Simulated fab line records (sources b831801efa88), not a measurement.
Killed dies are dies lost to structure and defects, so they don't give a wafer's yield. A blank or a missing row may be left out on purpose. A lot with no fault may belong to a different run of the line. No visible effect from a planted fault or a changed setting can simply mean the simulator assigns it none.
The tool behind it: which one?    flow sky130    Sampling: 13 lots, 39 wafers, 3 of 708 route steps

== WHAT THE GAUGES READ, wafer by wafer ==
SKY_LOCAL_INTERCONNECT_OVL_MEAS_12. Usual: LOCAL_INTERCONNECT_OVL gives 1 nm (standard deviation 5.1).
lot   measured      on          LOCAL_INTERCONNECT_OVL (nm)  flag
L671  day 30 08:45  overlay-02  -1 -1 -3                     
L672  day 30 11:35  overlay-02  1 4 1                        
L673  day 31 05:14  overlay-02  1 -2 7                       
L674  day 31 18:24  overlay-01  2 -3 -8                      
L675  day 31 20:11  overlay-02  -5 1 -7                      
L679  day 33 10:14  overlay-01  4 2 2                        
L688  day 36 00:12  overlay-02  5 2 -8                       
L689  day 36 12:16  overlay-02  -7 5 -7                      
L690  day 36 16:05  overlay-02  -3 7 -4                      
L692  day 37 02:39  overlay-01  -8 1 0                       
L691  day 37 10:05  overlay-02  -2 4 0                       
L694  day 37 17:04  overlay-01  0 -5 -2                      
L693  day 37 18:08  overlay-02  1 -1 3                       

SKY_CONTACT_RS_MEAS_25: measures by four-point-probe. Usual: CONTACT_W_RS gives 0.337 ohm/sq (standard deviation 0.0044).
lot   measured      on             CONTACT_W_RS (ohm/sq)  flag
L671  day 31 15:05  film metro-03  0.343 0.342 0.337      
L672  day 31 18:30  film metro-04  0.343 0.342 0.339      
L673  day 32 11:16  film metro-04  0.341 0.342 0.334      
L674  day 33 00:05  film metro-03  0.337 0.341 0.335      
L675  day 33 02:14  film metro-03  0.335 0.339 0.341      
L679  day 34 15:27  film metro-04  0.343 0.336 0.339      
L688  day 37 04:46  film metro-02  0.326 0.334 0.331      
L689  day 37 16:16  film metro-02  0.327 0.327 0.333      
L690  day 37 20:43  film metro-02  0.334 0.337 0.331      
L692  day 38 06:13  film metro-03  0.338 0.331 0.330      
L691  day 38 14:07  film metro-02  0.335 0.341 0.338      
L694  day 38 21:37  film metro-03  0.334 0.344 0.332      
L693  day 38 22:35  film metro-03  0.348 0.347 0.336      

== TOOL THAT RAN EACH LOT (tool first, then ch and the chambers of the sampled wafers, then the start) ==
lot   SKY_CONTACT_CVD_24
L671  cvd w-01 ch 0,1, day 31 14:58
L672  cvd w-01 ch 0, day 31 18:23
L673  cvd w-02 ch 0,1, day 32 11:09
L674  cvd w-02 ch 0,1, day 32 23:58
L675  cvd w-01 ch 0,1, day 33 02:08
L679  cvd w-02 ch 0,1, day 34 15:20
L688  cvd w-02 ch 0,1, day 37 04:40
L689  cvd w-02 ch 0,1, day 37 16:08
L690  cvd w-01 ch 1, day 37 20:31
L692  cvd w-01 ch 0,1, day 38 06:05
L691  cvd w-02 ch 0,1, day 38 14:01
L694  cvd w-02 ch 0,1, day 38 21:30
L693  cvd w-02 ch 0,1, day 38 22:28
- SKY_CONTACT_CVD_24: deposits W, target thk 340 nm, time 102.12 s.

== WHAT THE TOOLS THEMSELVES READ (means of the sampled wafers that have a number; where no wafer has one, the mark that the record gives instead) ==
SKY_CONTACT_CVD_24. Usual: 906 W for heater power w, sd 40.
lot   tool      heater power w (W)  flag
L671  cvd w-01  868                 
L672  cvd w-01  901                 
L673  cvd w-02  931                 
L674  cvd w-02  916                 
L675  cvd w-01  864                 
L679  cvd w-02  920                 
L688  cvd w-02  946                 
L689  cvd w-02  929                 
L690  cvd w-01  843                 
L692  cvd w-01  859                 
L691  cvd w-02  929                 
L694  cvd w-02  934                 
L693  cvd w-02  936                 

== THE ANSWER, worked out from the rows above alone ==
Rule: lot off if the mean of its wafers having a number is beyond 3 standard deviations from the usual mean. A lot without any number at a reading at which 4 lots or more have one is off too. Any other lot the step has rows for is counted as sound. Order of review: gauges by route order, followed by the tools' own readings, for which a lot's mean as printed above is used. The first step at which some lot is off is used, and at that step the reading that is off furthest; a lot without a number counts as furthest.
Across all readings shown, no lot is off: no conclusion can be drawn from this.

== WHAT THE SIMULATOR HAD PUT IN ==
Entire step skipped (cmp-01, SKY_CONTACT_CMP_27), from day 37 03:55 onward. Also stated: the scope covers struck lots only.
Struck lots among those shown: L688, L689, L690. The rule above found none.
